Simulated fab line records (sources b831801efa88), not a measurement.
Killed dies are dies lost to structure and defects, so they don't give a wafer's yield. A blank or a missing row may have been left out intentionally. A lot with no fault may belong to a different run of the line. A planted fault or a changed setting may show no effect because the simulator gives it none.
A struck lot beside a sound one + flow sky130 + 22 out of 708 route steps
Sound: these wafers, L744.1, L744.2, L744.6. Wafers struck: L747.1, L747.5, L747.6. At the end, the cause is stated.
At each step with rows: each side's tool, then ch and its chambers, then its first start. Under that, the readings that differ: sound wafers + struck wafers + difference of the means + sigmas: that difference in standard deviations of wafers without a fault.
alike: readings with means less than 2 such deviations apart, plus words and numbers identical on both sides. not compared: withheld readings, readings lacking a value on some wafer, bounds such as >300 that could conceal the same value, and numbers that have no deviation in the record and whose values overlap.
A row with sigmas, a row that says differs or no value, or rows on one side alone: a step with any of these is where the two part. When numbers do not overlap yet have no deviation, they are printed without sigmas and do not part them. Lack of a reading on every wafer of one side parts them only where that side has two or more wafers.

SKY_METAL3_SPUTTER_00: material Ti, target thk 15 nm, time 10 s.
  sound on pvdSputter-04 at day 38 20:32; struck on pvdSputter-04 at day 39 11:51
  alike: throttleValvePct
SKY_METAL3_SPUTTER_01: material TiN, target thk 20 nm, time 16.7 s.
  sound on pvdSputter-04 at day 38 20:33; struck on pvdSputter-04 at day 39 11:52
  alike: throttleValvePct
then, 1 step without rows for these wafers: SKY_METAL3_SPUTTER_02 (material AlCu, target thk 735 nm, time 39.1 s).
SKY_METAL3_SPUTTER_03: material Ti, target thk 5 nm, time 3.3 s.
  sound on pvdSputter-04 at day 38 20:37; struck on pvdSputter-04 at day 39 11:56
  alike: throttleValvePct
SKY_METAL3_SPUTTER_04: material TiN, target thk 70 nm, time 58.3 s.
  sound on pvdSputter-04 at day 38 20:38; struck on pvdSputter-04 at day 39 11:57
  alike: throttleValvePct
SKY_CAPM_CVD_00: deposits SiO2, target thk 15.5 nm.
  sound on pecvd-04 ch 1,2, day 38 20:41; struck on pecvd-01 ch 0,1, day 39 12:00
  alike: heaterPowerW
SKY_CAPM_THK_MEAS_01:
  sound on filmMetro-01 at day 38 20:42; struck on filmMetro-01 at day 39 12:01
  alike: CAPM_CVD_00_THK
then, 1 step without rows for these wafers: SKY_CAPM_SPUTTER_02 (material TiN, target thk 200 nm, time 166.7 s).
SKY_CAPM_RS_MEAS_03: measurement is done with a four-point probe.
  sound on filmMetro-03 at day 38 20:52; struck on filmMetro-01 at day 39 12:11
  alike: CAPM_TIN_RS
SKY_CAPM_THK_MEAS_04: measures by xrf.
  sound on filmMetro-03 at day 38 20:59; struck on filmMetro-01 at day 39 12:19
  alike: CAPM_TIN_THK
then, 2 steps without rows for these wafers: SKY_CAPM_DEHYDRATE_05 (time 60 s); SKY_CAPM_HMDS_06 (prime time 60 s).
SKY_CAPM_COAT_07: resist thk 1140 nm.
  sound on lithoTrack-04 ch 0, day 39 09:44; struck on lithoTrack-04 ch 0, day 39 23:44
| reading                                  | sound                | struck               | difference | sigmas      |
|------------------------------------------|----------------------|----------------------|------------|-------------|
| spinSpeedRpm (rpm)                       | 2998.3 2999.1 2998.2 | 3279.3 3280.8 3280.5 | +281.7     | +99 or more |
| model.NOVOLAK_of_CAPM_COAT_07.thkNm (nm) | 1141 1142 1143       | 1090 1088 1088       | -53        |             |
then, 4 steps without rows for these wafers: SKY_CAPM_SOFTBAKE_08 (time 60 s); SKY_CAPM_EXPOSE_09 (exposes mask CAPM, target cd 1000 nm); SKY_CAPM_PEB_10; SKY_CAPM_DEVELOP_11 (develop time 60 s).
SKY_CAPM_OVL_MEAS_12:
  sound on overlay-02 at day 39 21:50; struck on overlay-01 at day 40 11:30
  alike: CAPM_OVL
SKY_CAPM_METAL_ETCH_13: etches TiN in Cl2/BCl3, stops on SiO2, target depth 220 nm, time 62.9 s.
  sound on rieMetal-03 ch 0,1, day 39 21:52; struck on rieMetal-03 ch 0,1, day 40 11:32
| reading                                  | sound           | struck            | difference | sigmas |
|------------------------------------------|-----------------|-------------------|------------|--------|
| model.NOVOLAK_of_CAPM_COAT_07.thkNm (nm) | 997 994.9 996.6 | 942.4 943.2 939.4 | -54.5      |        |
  alike: drypumpMotorCurrentA, oesProductAu, throttleValvePct
  not compared: rfHoursCounterH
SKY_CAPM_STRIP_14: strips in O2/N2.
  sound on plasmaAsher-03 ch 0,1, day 39 21:56; struck on plasmaAsher-01 ch 0,1, day 40 11:37
| reading                  | sound             | struck            | difference | sigmas |
|--------------------------|-------------------|-------------------|------------|--------|
| stripTimeToEndpointS (s) | 12.70 12.68 12.67 | 12.05 12.08 12.05 | -0.62      | -12    |
  alike: drypumpMotorCurrentA, oesProductAu
  not compared: rfHoursCounterH
then, 2 steps without rows for these wafers: SKY_CAPM_STRIP_15 (strips in post etch residue remover, time 1200 s); SKY_PAD_OPEN_PROBE_99.

## WHERE THEY PART
Last at SKY_CAPM_STRIP_14 as far as this record goes, first at SKY_CAPM_COAT_07.

WHY: what the simulator had put in
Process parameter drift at SKY_CAPM_COAT_07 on lithoTrack-04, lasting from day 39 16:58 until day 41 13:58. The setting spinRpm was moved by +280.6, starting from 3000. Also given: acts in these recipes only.
